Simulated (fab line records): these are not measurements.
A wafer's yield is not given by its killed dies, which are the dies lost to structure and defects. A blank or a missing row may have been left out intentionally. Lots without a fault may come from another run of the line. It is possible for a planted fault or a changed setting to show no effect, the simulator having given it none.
fab line records | flow sky130
record lots=6 wafers=18 last-day=50
route steps=708 shown VT_ADJUST_PCH@153 SONOS_TUNNEL@154 PAD_OPEN@708
lots that met no fault: taken from a fault-free run of the same line
start-h: start of the lot's first displayed wafer, in hours after the record's first day | wait-h: how many hours have passed since the lot's step before this one | " identical to the entry in the row above | L1.1+2: several wafers, shown together as one row | - no value present, or no start provided | * or withheld: withheld | < > ~ a bound
route shown NAME@n: names a module that has steps shown in the file, with the first one's number in the route | usual: mean/standard deviation taken from wafers without a fault | same: alike in all rows | chamber/n: place in a boat | sites: readings site by site | _std_site: the values' standard deviation | _edge_site: inner sites' mean taken away from outer sites' mean | radius-mm: how far each site lies from the wafer's centre | mask NAME#n: copy n | behind: tool/chamber where the wafer was last shaped | hold: why the lot went on hold/how many hours it stayed there/how the hold came to an end | device: whichever transistor did not switch (one of n, p or np) | end of line: tests run on the same wafers once the route is complete | a step given without rows: its recipe and nothing more | killed: the dies lost at the first sort to structure and to defects; this is not the yield of the wafer | map: shows each die of a wafer: x if killed, . if not, _ if none is there
set.NAME: setting as actually run; set.NAME@STEP: the setting as run at that earlier step | model.NAME: the simulator's own value behind a step, which no gauge read
a table for each step, a row for each wafer; lots at some steps of the route
services: from which hour (start-h, from the record's first day; less than 0 if before it) a tool's chamber was out of use, for how many hours, and why
## steps
# step SKY_VT_ADJUST_PCH_TW_MEAS_10
# usual VT_ADJUST_PCH_TW=142.7/1.5
# columns lot.wafer tool chamber start-h wait-h VT_ADJUST_PCH_TW
L904.1 film-metro-04 - 226.42 0.1 142.4
L904.2 " - " " 143.4
L904.5 " - " " 143.5
L909.2 film-metro-01 - 262.87 0.1 141.9
L909.4 " - " " 141.7
L909.6 " - " " 142.3
L910.1 film-metro-02 - 268.44 0.1 143.9
L910.5 " - " " 143.7
L910.6 " - " " 144.5
L920.1 film-metro-04 - 350.19 0.1 144.3
L920.4 " - " " 144.0
L920.6 " - " " 143.5
L922.1 film-metro-02 - 363.29 0.1 142.4
L922.2 " - " " 143.9
L922.4 " - " " 142.8
L927.1 film-metro-04 - 406.56 0.1 145.2
L927.3 " - " " 144.5
L927.5 " - " " 145.3
# step SKY_SONOS_TUNNEL_DEHYDRATE_00
# recipe temp-c=200 time-s=60
# step SKY_SONOS_TUNNEL_HMDS_01
# recipe prime-time-s=60 prime-temp-c=120
# step SKY_SONOS_TUNNEL_COAT_02
# recipe resist=NOVOLAK spin-rpm=3000 resist-thk-nm=1140
# step SKY_SONOS_TUNNEL_SOFTBAKE_03
# recipe temp-c=90 time-s=60 resist=NOVOLAK
# step SKY_SONOS_TUNNEL_EXPOSE_04
# recipe mask-id=TUNM na=0.6 source-shape=conventional sigma-outer=0.6 polarization=unpolarized target-cd-nm=410 dose-mj=136
# step SKY_SONOS_TUNNEL_PEB_05
# recipe temp-c=withheld time-s=* resist=NOVOLAK
# step SKY_SONOS_TUNNEL_DEVELOP_06
# recipe resist=NOVOLAK developer=TMAH develop-time-s=60 dev-temp-c=23
# step SKY_SONOS_TUNNEL_CD_MEAS_07
# recipe target-cd-nm=410
# usual cd-nm=410.0/2.4
# columns lot.wafer tool chamber start-h wait-h cd-nm
L904.1 cd-sem-01 - 249.40 0.1 412.1
L904.2 " - " " 405.7
L904.5 " - " " 409.4
L909.2 cd-sem-01 - 287.79 0.1 409.4
L909.4 " - " " 411.8
L909.6 " - " " 411.4
L910.1 cd-sem-02 - 293.39 0.1 410.4
L910.5 " - " " 410.1
L910.6 " - " " 409.2
L920.1 cd-sem-01 - 378.49 0.1 409.4
L920.4 " - " " 412.0
L920.6 " - " " 412.6
L922.1 cd-sem-02 - 391.04 0.1 413.4
L922.2 " - " " 411.6
L922.4 " - " " 413.8
L927.1 cd-sem-01 - 436.49 0.1 409.4
L927.3 " - " " 409.1
L927.5 " - " " 409.4
# step SKY_SONOS_TUNNEL_OVL_MEAS_08
# usual SONOS_TUNNEL_OVL=0.2/1.5
# columns lot.wafer tool chamber start-h wait-h SONOS_TUNNEL_OVL[nm]
L904.1 overlay-01 - 249.52 0.1 2.6
L904.2 " - " " 2.4
L904.5 " - " " 1.1
L909.2 overlay-01 - 287.90 0.1 1.9
L909.4 " - " " 2.9
L909.6 " - " " 3.0
L910.1 overlay-01 - 293.51 0.1 0.1
L910.5 " - " " -0.1
L910.6 " - " " 0.4
L920.1 overlay-01 - 378.61 0.1 -1.8
L920.4 " - " " 0.6
L920.6 " - " " -0.8
L922.1 overlay-02 - 391.16 0.1 3.1
L922.2 " - " " 1.1
L922.4 " - " " 0.5
L927.1 overlay-02 - 436.61 0.1 1.7
L927.3 " - " " 1.5
L927.5 " - " " -0.9
# step SKY_SONOS_TUNNEL_IMPLANT_09
# recipe species=B energy-kev=20 dose-cm2=1e+12 tilt-deg=withheld
# step SKY_SONOS_TUNNEL_WET_ETCH_10
# recipe chemistry=dHF target-depth-nm=14 target=SiO2 dilution=100:1 temp-c=25 time-s=280
# step SKY_SONOS_TUNNEL_STRIP_11
# recipe chemistry=SPM time-s=600 temp-c=130
# usual bath-guard-temp-C=130.1/0.52 bath-heat-duty-pct=14.2/1.5
# columns lot.wafer tool chamber start-h wait-h bath-guard-temp-C bath-heat-duty-pct model.NOVOLAK_of_SONOS_TUNNEL_COAT_02.thk-nm
L904.1 wet-bench-01 3 249.80 0.0 129.7 16.5 0
L904.2 " 3 " " 129.6 16.4 0
L904.5 " 3 " " 130.1 17.5 0
L909.2 wet-bench-04 3 288.16 0.0 - - 1139
L909.4 " 3 " " - - 1140
L909.6 " 3 " " - - 1142
L910.1 wet-bench-01 0 293.80 0.0 - - 1145
L910.5 " 0 " " - - 1142
L910.6 " 0 " " - - 1138
L920.1 wet-bench-04 1 378.88 0.0 129.3 14.4 0
L920.4 " 1 " " 129.8 14.3 0
L920.6 " 1 " " 129.5 12.8 0
L922.1 wet-bench-03 3 391.44 0.0 129.9 14.0 0
L922.2 " 3 " " 130.0 14.3 0
L922.4 " 3 " " 130.0 13.7 0
L927.1 wet-bench-03 3 436.88 0.0 129.9 15.7 0
L927.3 " 3 " " 130.0 14.4 0
L927.5 " 3 " " 130.2 14.5 0
# step SKY_SONOS_TUNNEL_TW_MEAS_12
# usual SONOS_TUNNEL_TW=196.2/2.4
# columns lot.wafer tool chamber start-h wait-h SONOS_TUNNEL_TW
L904.1 film-metro-04 - 249.97 0.0 199.7
L904.2 " - " " 198.3
L904.5 " - " " 198.7
L909.2 film-metro-01 - 288.36 0.0 195.7
L909.4 " - " " 195.5
L909.6 " - " " 195.7
L910.1 film-metro-03 - 293.99 0.0 194.1
L910.5 " - " " 193.8
L910.6 " - " " 194.7
L920.1 film-metro-01 - 379.05 0.0 194.9
L920.4 " - " " 195.1
L920.6 " - " " 195.3
L922.1 film-metro-03 - 391.61 0.0 194.7
L922.2 " - " " 194.5
L922.4 " - " " 194.3
L927.1 film-metro-01 - 437.05 0.0 196.4
L927.3 " - " " 196.9
L927.5 " - " " 196.7
# step SKY_PAD_OPEN_PROBE_99
# usual killed_at_M0_to_M3=45/7.9 killed_at_M4_up=2.9/1.8 killed-at-contacts=25/5.5 killed-at-front-end=16/4.4 killed-at-other=0.3/0.58 killed-dies=89/9.4 killed-on-rim=18/3.9 killed-open=49/6.8 killed-short=40/6.3
# same gross-dies=492 killed-at-back-side=0
# columns lot.wafer tool chamber start-h wait-h killed_at_M0_to_M3 killed_at_M4_up killed-at-contacts killed-at-front-end killed-at-other killed-dies killed-on-rim killed-open killed-short
L904.1 prober-02 - 1067.05 0.1 58 3 17 17 1 96 21 50 44
L904.2 prober-02 - 1067.10 0.1 63 1 24 15 2 105 21 54 50
L904.5 prober-02 - 1067.25 0.2 59 1 23 12 0 95 16 59 35
L909.2 prober-02 - 1102.92 0.1 49 5 27 411 0 492 96 54 38
L909.4 prober-02 - 1103.02 0.2 39 6 26 421 0 492 96 43 36
L909.6 prober-02 - 1103.12 0.2 37 1 15 439 0 492 96 41 37
L910.1 prober-01 - 1111.23 0.1 51 5 27 409 0 492 96 57 39
L910.5 prober-01 - 1111.43 0.2 39 2 21 430 0 492 96 40 31
L910.6 prober-01 - 1111.48 0.2 36 3 25 428 0 492 96 37 37
L920.1 prober-02 - 1166.79 0.1 32 7 26 16 1 82 18 46 35
L920.4 prober-02 - 1166.94 0.2 38 0 12 16 1 67 14 48 19
L920.6 prober-02 - 1167.04 0.2 35 3 25 10 0 73 15 40 33
L922.1 prober-02 - 1175.89 0.1 59 4 24 20 0 107 25 51 56
L922.2 prober-02 - 1175.94 0.1 56 7 25 13 2 103 17 51 51
L922.4 prober-02 - 1176.04 0.2 49 2 21 17 0 89 12 61 28
L927.1 prober-01 - 1209.52 0.1 39 3 30 18 0 90 16 47 43
L927.3 prober-01 - 1209.62 0.2 46 4 29 12 0 91 17 47 44
L927.5 prober-01 - 1209.72 0.2 53 3 22 12 0 90 12 45 45
# killed by level:class
L904.1 VIA1:geometric-particle:open=14 VIA3:geometric-particle:open=12 METAL2:geometric-particle:short=8 CONTACT:geometric-particle:open=6 VIA1:geometric-particle:short=6 METAL3:geometric-particle:short=5 LI_CONTACT:geometric-particle:open=4 CONTACT:geometric-particle:short=4
L904.2 VIA1:geometric-particle:open=18 VIA2:geometric-particle:open=10 VIA1:geometric-particle:short=9 CONTACT:geometric-particle:open=7 METAL1:geometric-particle:short=6 METAL2:geometric-particle:short=5 LI_CONTACT:geometric-particle:open=5 LOCAL_INTERCONNECT:geometric-particle:short=5
L904.5 VIA1:geometric-particle:open=13 VIA2:geometric-particle:open=11 METAL2:geometric-particle:short=10 LI_CONTACT:geometric-particle:open=7 CONTACT:geometric-particle:open=6 LOCAL_INTERCONNECT:geometric-particle:short=5 METAL1:geometric-particle:short=5 METAL2:geometric-particle:open=5
L909.2 SONOS_ONO:area-oxidation=400 CONTACT:geometric-particle:open=13 VIA2:geometric-particle:open=13 VIA1:geometric-particle:open=6 LOCAL_INTERCONNECT:geometric-particle:short=5 VIA2:geometric-particle:short=5 VIA3:geometric-particle:open=5 POLY_GATE:geometric-particle:open=4
L909.4 SONOS_ONO:area-oxidation=413 VIA2:geometric-particle:open=9 VIA1:geometric-particle:open=8 CONTACT:geometric-particle:open=8 CONTACT:geometric-particle:short=7 METAL1:geometric-particle:short=5 VIA3:geometric-particle:open=5 METAL4:geometric-particle:short=5
L909.6 SONOS_ONO:area-oxidation=414 METAL2:geometric-particle:short=10 CONTACT:geometric-particle:open=8 FIELD_ISO:geometric-particle:open=7 VIA1:geometric-particle:open=7 POLY_GATE:geometric-particle:short=4 POLY_GATE:geometric-particle:open=4 SPACER:geometric-particle:short=4
L910.1 SONOS_ONO:area-oxidation=396 VIA1:geometric-particle:open=12 CONTACT:geometric-particle:open=10 VIA3:geometric-particle:open=8 POLY_GATE:geometric-particle:short=7 LI_CONTACT:geometric-particle:open=7 VIA2:geometric-particle:open=7 CONTACT:geometric-particle:short=6
L910.5 SONOS_ONO:area-oxidation=421 VIA1:geometric-particle:open=10 CONTACT:geometric-particle:open=8 METAL2:geometric-particle:short=7 LI_CONTACT:geometric-particle:open=6 VIA3:geometric-particle:open=5 CONTACT:geometric-particle:short=4 METAL1:geometric-particle:short=4
L910.6 SONOS_ONO:area-oxidation=418 CONTACT:geometric-particle:open=9 METAL1:geometric-particle:short=7 VIA1:geometric-particle:open=7 LI_CONTACT:geometric-particle:open=6 CONTACT:geometric-particle:short=6 METAL2:geometric-particle:short=5 POLY_GATE:geometric-particle:open=4
L920.1 CONTACT:geometric-particle:open=10 VIA1:geometric-particle:open=10 METAL1:geometric-particle:short=8 FIELD_ISO:geometric-particle:short=6 LI_CONTACT:geometric-particle:open=6 FIELD_ISO:geometric-particle:open=5 LI_CONTACT:geometric-particle:short=4 METAL4:geometric-particle:short=3
L920.4 VIA2:geometric-particle:open=11 VIA1:geometric-particle:open=9 CONTACT:geometric-particle:open=6 FIELD_ISO:geometric-particle:open=5 VIA3:geometric-particle:open=5 SPACER:geometric-particle:open=4 METAL1:geometric-particle:short=4 POLY_GATE:geometric-particle:open=3
L920.6 VIA1:geometric-particle:open=10 LI_CONTACT:geometric-particle:open=10 CONTACT:geometric-particle:open=9 METAL1:geometric-particle:short=6 FIELD_ISO:geometric-particle:open=4 VIA1:geometric-particle:short=4 VIA2:geometric-particle:short=4 FIELD_ISO:geometric-particle:short=3
L922.1 VIA2:geometric-particle:open=16 CONTACT:geometric-particle:open=11 FIELD_ISO:geometric-particle:short=10 METAL2:geometric-particle:short=10 METAL1:geometric-particle:short=8 VIA1:geometric-particle:short=7 LI_CONTACT:geometric-particle:open=6 VIA1:geometric-particle:open=6
L922.2 VIA1:geometric-particle:open=11 METAL2:geometric-particle:short=11 CONTACT:geometric-particle:open=9 LI_CONTACT:geometric-particle:open=8 VIA1:geometric-particle:short=8 METAL4:geometric-particle:short=6 VIA2:geometric-particle:open=6 VIA3:geometric-particle:open=5
L922.4 VIA1:geometric-particle:open=18 LI_CONTACT:geometric-particle:open=8 VIA1:geometric-particle:short=7 FIELD_ISO:geometric-particle:open=6 CONTACT:geometric-particle:open=6 VIA2:geometric-particle:open=6 METAL2:geometric-particle:short=5 VIA3:geometric-particle:open=5
L927.1 VIA1:geometric-particle:open=15 CONTACT:geometric-particle:open=8 POLY_GATE:geometric-particle:short=7 LI_CONTACT:geometric-particle:open=6 CONTACT:geometric-particle:short=6 LOCAL_INTERCONNECT:geometric-particle:short=5 METAL1:geometric-particle:short=5 LI_CONTACT:geometric-particle:short=4
L927.3 CONTACT:geometric-particle:open=9 VIA3:geometric-particle:open=8 LI_CONTACT:geometric-particle:open=7 METAL2:geometric-particle:short=7 FIELD_ISO:geometric-particle:short=6 VIA1:geometric-particle:open=5 LOCAL_INTERCONNECT:geometric-particle:open=4 LOCAL_INTERCONNECT:geometric-particle:short=4
L927.5 VIA1:geometric-particle:open=10 VIA2:geometric-particle:short=7 VIA2:geometric-particle:open=7 LOCAL_INTERCONNECT:geometric-particle:short=6 METAL3:geometric-particle:short=6 LI_CONTACT:geometric-particle:open=5 CONTACT:geometric-particle:open=5 VIA1:geometric-particle:short=5
# map L909.2 (x killed, . not)
__________xxxxxxxxxx_________
________xxxxxxxxxxxxxx_______
______xxxxxxxxxxxxxxxxxx_____
_____xxxxxxxxxxxxxxxxxxxx____
____xxxxxxxxxxxxxxxxxxxxxx___
___xxxxxxxxxxxxxxxxxxxxxxxx__
__xxxxxxxxxxxxxxxxxxxxxxxxxx_
_xxxxxxxxxxxxxxxxxxxxxxxxxxxx
_xxxxxxxxxxxxxxxxxxxxxxxxxxxx
_xxxxxxxxxxxxxxxxxxxxxxxxxxxx
_xxxxxxxxxxxxxxxxxxxxxxxxxxxx
_xxxxxxxxxxxxxxxxxxxxxxxxxxxx
_xxxxxxxxxxxxxxxxxxxxxxxxxxxx
_xxxxxxxxxxxxxxxxxxxxxxxxxxxx
_xxxxxxxxxxxxxxxxxxxxxxxxxxxx
__xxxxxxxxxxxxxxxxxxxxxxxxxx_
___xxxxxxxxxxxxxxxxxxxxxxxx__
____xxxxxxxxxxxxxxxxxxxxxx___
_____xxxxxxxxxxxxxxxxxxxx____
______xxxxxxxxxxxxxxxxxx_____
________xxxxxxxxxxxxxx_______
__________xxxxxxxxxx_________
# map L910.1 (x killed, . not)
__________xxxxxxxxxx_________
________xxxxxxxxxxxxxx_______
______xxxxxxxxxxxxxxxxxx_____
_____xxxxxxxxxxxxxxxxxxxx____
____xxxxxxxxxxxxxxxxxxxxxx___
___xxxxxxxxxxxxxxxxxxxxxxxx__
__xxxxxxxxxxxxxxxxxxxxxxxxxx_
_xxxxxxxxxxxxxxxxxxxxxxxxxxxx
_xxxxxxxxxxxxxxxxxxxxxxxxxxxx
_xxxxxxxxxxxxxxxxxxxxxxxxxxxx
_xxxxxxxxxxxxxxxxxxxxxxxxxxxx
_xxxxxxxxxxxxxxxxxxxxxxxxxxxx
_xxxxxxxxxxxxxxxxxxxxxxxxxxxx
_xxxxxxxxxxxxxxxxxxxxxxxxxxxx
_xxxxxxxxxxxxxxxxxxxxxxxxxxxx
__xxxxxxxxxxxxxxxxxxxxxxxxxx_
___xxxxxxxxxxxxxxxxxxxxxxxx__
____xxxxxxxxxxxxxxxxxxxxxx___
_____xxxxxxxxxxxxxxxxxxxx____
______xxxxxxxxxxxxxxxxxx_____
________xxxxxxxxxxxxxx_______
__________xxxxxxxxxx_________
## services
# columns tool chamber start-h hours kind
wet-bench-03 - 367.88 10.8 repair
## key
first-sign step=SKY_SONOS_TUNNEL_STRIP_11 reading=tool-record direction=missing
effect step=SKY_PAD_OPEN_PROBE_99 reading=killed-at-front-end direction=up sigmas=94 usual=16 struck=423
model-effect step=SKY_SONOS_TUNNEL_STRIP_11 value=NOVOLAK_of_SONOS_TUNNEL_COAT_02.thk-nm without=0 struck=1141
more-kills-born-at SKY_SONOS_ONO_OXIDATION_00@furnace-01=2462
met-at SKY_SONOS_TUNNEL_STRIP_11
struck-wafers L909.2,L909.4,L909.6,L910.1,L910.5,L910.6
later-rows-left-out L909.2,L909.4,L909.6,L910.1,L910.5,L910.6
tester-left-out L909,L910
onset-between 249.80 288.16
fault kind=skipped-step-whole tool=wet-bench-01,wet-bench-04 chamber=- onset-h=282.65 steps=SKY_SONOS_TUNNEL_STRIP_11 scope=struck-lots-only
# tester-left-out: of these lots the tester's yield and bins aren't shown, on N5 and GAA mostly nor the transistor test; their killed dies are dies lost to structure and defects alone, not to doping, threshold or leakage, so they don't give the yield
# later-rows-left-out: the simulator's readings of these wafers behind a module that went badly wrong aren't trusted and aren't shown, but for the sort
